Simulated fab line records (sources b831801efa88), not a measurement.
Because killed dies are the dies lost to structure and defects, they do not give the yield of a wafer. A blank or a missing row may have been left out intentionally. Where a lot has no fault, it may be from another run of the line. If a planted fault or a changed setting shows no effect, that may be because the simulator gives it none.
Problem report, 8D (eight disciplines) form, completed by code || flow sfqLine || the parts of the form that need people (team, actions taken, sign-off) are left out

1. WHAT IS WRONG
Mean of oesProductAu at SFQ_TRILAYER_C5_ETCH_VIA_ETCH_154: 0.833 a.u. across 3 wafers in 2 lots; on wafers with no fault it is 0.895 a.u. (standard deviation 0.0078). That is -7.9 standard deviations from the usual mean.
The step: etches SiO2 in CHF3, stops on Nb, target depth 84 nm.
The first sign was on wafer L634.1 at day 74 04:40, on rieDiel-04. At this step, 42 wafers from 14 lots have a number in the record. Rule for "out" (also "out of limits"): further than 4 standard deviations from the usual mean. The rest of the wafers with a number are treated as sound.

2. WHAT IT IS, WHAT IT ISN'T
{"question": "which readings at this step", "is": "oesProductAu", "is not": "chamberPressureMTorr, drypumpMotorCurrentA, rfFwdPowerW"}
{"question": "which lots", "is": "L634, L637", "is not": "L631, L636, L642, L644, L646, L647, L648, L649, L650, L651, L652, L653"}
{"question": "which wafers of those lots", "is": "L634.1, L634.6, L637.2", "is not": "L634.4, L637.3, L637.4"}
{"question": "read on which tools", "is": "rieDiel-04", "is not": "rieDiel-02, rieDiel-03"}
{"question": "when", "is": "from day 74 04:40", "is not": "up to then (4 sound wafers); but 35 sound wafers of L636, L637, L642, L644, L646, L647, L648, L649, L650, L651, L652, L653 came after"}

3. SUSPECTS, AND WHAT RULES EACH OUT
Counting: a tool at a process step up to the reading stays a suspect if it ran every lot that is out. Sound lots after the first of them don't rule it out here, since some wafers of a struck lot are sound.
- pecvd-04 at SFQ_TRILAYER_A5C_DEP_PECVD_142 (deposits SiO2 from SiH4/N2O, time 15.556 s, target thk 70 nm): kept. It ran every lot that is out, first L634 (day 64 06:24); its last sound lot up to then is L631 (day 62 19:29).
- rieDiel-04 at SFQ_TRILAYER_C5_ETCH_VIA_ETCH_154 (etches SiO2 in CHF3, stops on Nb, target depth 84 nm): kept. It ran every lot that is out, first L634 (day 74 04:40). Out on those wafers are its own readings of oesProductAu.
Remaining after the count are pecvd-04 at SFQ_TRILAYER_A5C_DEP_PECVD_142 and rieDiel-04 at SFQ_TRILAYER_C5_ETCH_VIA_ETCH_154.

4. THE CAUSE (what the simulator had put in)
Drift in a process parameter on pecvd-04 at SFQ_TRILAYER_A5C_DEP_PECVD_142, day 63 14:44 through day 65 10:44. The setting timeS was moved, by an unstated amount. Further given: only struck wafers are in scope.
2 suspects survive the count, and this tool is in that group.

5. THE EFFECT CHAIN, in route order
Rows list readings where the struck wafers' mean (over those with a number) sits beyond 3 standard deviations from the usual. Scope: only readings with a usual standard deviation given in the record; hours: median across lots of the time from each lot's start at the first step in this table that gives one to its start at this step; sigmas: change in usual standard deviations.
{"hours": 0, "step": "SFQ_TRILAYER_C5_ETCH_VIA_ETCH_154", "reading": "oesProductAu", "usual": "0.895 a.u.", "on struck wafers": 0.833, "change": -0.062, "sigmas": -7.9}
Its process steps:
- SFQ_TRILAYER_C5_ETCH_VIA_ETCH_154: etches SiO2 in CHF3, stops on Nb, target depth 84 nm.
Readings that are blank on the struck wafers while sound wafers have them: rfFwdPowerW at SFQ_TRILAYER_A5C_DEP_PECVD_142; susceptorTempC at SFQ_TRILAYER_A5C_DEP_PECVD_142.

6. HOW IT WOULD HAVE BEEN CAUGHT EARLIER
First out-of-limits reading in this record: day 74 04:40, which is 254 hours after fault onset at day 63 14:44.
Lots out: 2; all had begun SFQ_TRILAYER_A5C_DEP_PECVD_142 on pecvd-04 by day 74 04:40. Tool hold at that time: it would have spared none of them.
